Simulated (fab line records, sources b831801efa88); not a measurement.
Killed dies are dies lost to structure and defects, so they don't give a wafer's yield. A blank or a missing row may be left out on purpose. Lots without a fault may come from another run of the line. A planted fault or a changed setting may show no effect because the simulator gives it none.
A struck lot beside a sound one | flow sky130 | 15 steps out of a route of 708
Sound: wafers L895.1, L895.5, L895.6. Struck: wafer L907.6. (L907.4 of the same lot was not struck and is left out.) The cause comes at the end.
At each step with rows: each side's tool, then ch and its chambers, then its first start. Under that, the readings that differ: sound wafers | struck wafers | difference of the means | sigmas: that difference in standard deviations of wafers without a fault.
alike: readings whose means differ by less than 2 such deviations, and words and numbers that are the same on both sides. not compared: withheld readings, readings that some wafer has no value for, bounds like >300 that may hide the same value, and numbers for which the record gives no deviation and whose values overlap.
The two part at a step that has a row with sigmas, a row that says differs or no value, or rows on one side only. Numbers that don't overlap but have no deviation are shown without sigmas and don't part them. A reading that every wafer of one side lacks parts them only if that side has two wafers or more.

SKY_CONTACT_ETCH_17: etches SiO2 in C4F8/O2/Ar, stops on Si3N4, target depth 340 nm.
  sound on rie_diel-01 ch 1,2,3, day 33 23:11; struck on rie_diel-03 ch 2, day 37 03:49
  alike: bias_w, oes_product_au
SKY_CONTACT_ETCH_18: etches Si3N4 in CHF3/O2, stops on TiN, time 39 s, target depth 75 nm.
  sound on rie_diel-01 ch 1,2,3; struck on rie_diel-03 ch 2
  alike: O2_flow_sccm, bias_w, drypump_motor_current_A, oes_product_au, throttle_valve_pct
  not compared: rf_hours_counter_h
then, 4 steps without rows for these wafers: SKY_CONTACT_STRIP_19 (strips in O2/N2); SKY_CONTACT_STRIP_20 (strips in post etch residue remover, time 1200 s); SKY_CONTACT_CLEAN_21 (cleans in IPA, time 180 s); SKY_CONTACT_CLEAN_22 (cleans in O3/DIW).
SKY_CONTACT_SPUTTER_23: material TiN, target thk 20 nm, time 80 s.
  sound on pvd_sputter-02, day 34 00:13; struck on pvd_sputter-03, day 37 04:28
  alike: throttle_valve_pct
then, 1 step without rows for these wafers: SKY_CONTACT_CVD_24 (deposits W, target thk 340 nm, time 102.12 s).
SKY_CONTACT_RS_MEAS_25: measures by four-point-probe.
  sound on film_metro-03, day 34 00:23; struck on film_metro-01, day 37 04:41
  alike: CONTACT_W_RS
SKY_CONTACT_THK_MEAS_26: measures by xrf.
  sound on film_metro-03, day 34 00:31; struck on film_metro-01, day 37 04:47
  alike: CONTACT_W_THK
SKY_CONTACT_CMP_27: polishes, stops on SiO2, t overpolish 15 s, target thk 0 nm.
  sound on cmp-01 ch 1,2, day 34 00:37; struck on cmp-01 ch 0, day 37 04:55
  alike: motor_current_A, overpolish_run_s, slurry_flow_ml_min, time_to_endpoint_s
SKY_METAL1_SPUTTER_00: material Ti, target thk 15 nm, time 10 s.
  sound on pvd_sputter-03, day 34 00:52; struck on pvd_sputter-04, day 37 05:07
  alike: throttle_valve_pct
SKY_METAL1_SPUTTER_01: material TiN, target thk 20 nm, time 16.7 s.
  sound on pvd_sputter-03, day 34 00:53; struck on pvd_sputter-04, day 37 05:08
  reading                                    | sound             | struck | difference | sigmas
  model.TiN_of_METAL1_SPUTTER_01.thk_nm (nm) | 20.24 20.61 20.42 | 21.99  | +1.57      |
  alike: throttle_valve_pct
then, 1 step without rows for these wafers: SKY_METAL1_SPUTTER_02 (material AlCu, target thk 250 nm, time 13.3 s).
-- the record jumps here: 13 days lie between the struck wafers' starts before and after (it left off in module METAL1 and takes up again in module PAD_OPEN, whose first step shown is number 708 of the route) --
SKY_PAD_OPEN_PROBE_99:
  sound on prober-02, day 47 13:18; struck on prober-01, day 49 22:43
  alike: defect_limited_yield, killed_at_M0_to_M3, killed_at_M4_up, killed_at_contacts, killed_at_front_end, killed_at_other, killed_dies, killed_open, killed_short, sort_bin_3_pad_short, sort_bin_5_function, sort_bin_6_memory, sort_n_pass, sort_yield_pct

WHERE THEY PART
Nowhere in this record.

WHY: what the simulator had put in
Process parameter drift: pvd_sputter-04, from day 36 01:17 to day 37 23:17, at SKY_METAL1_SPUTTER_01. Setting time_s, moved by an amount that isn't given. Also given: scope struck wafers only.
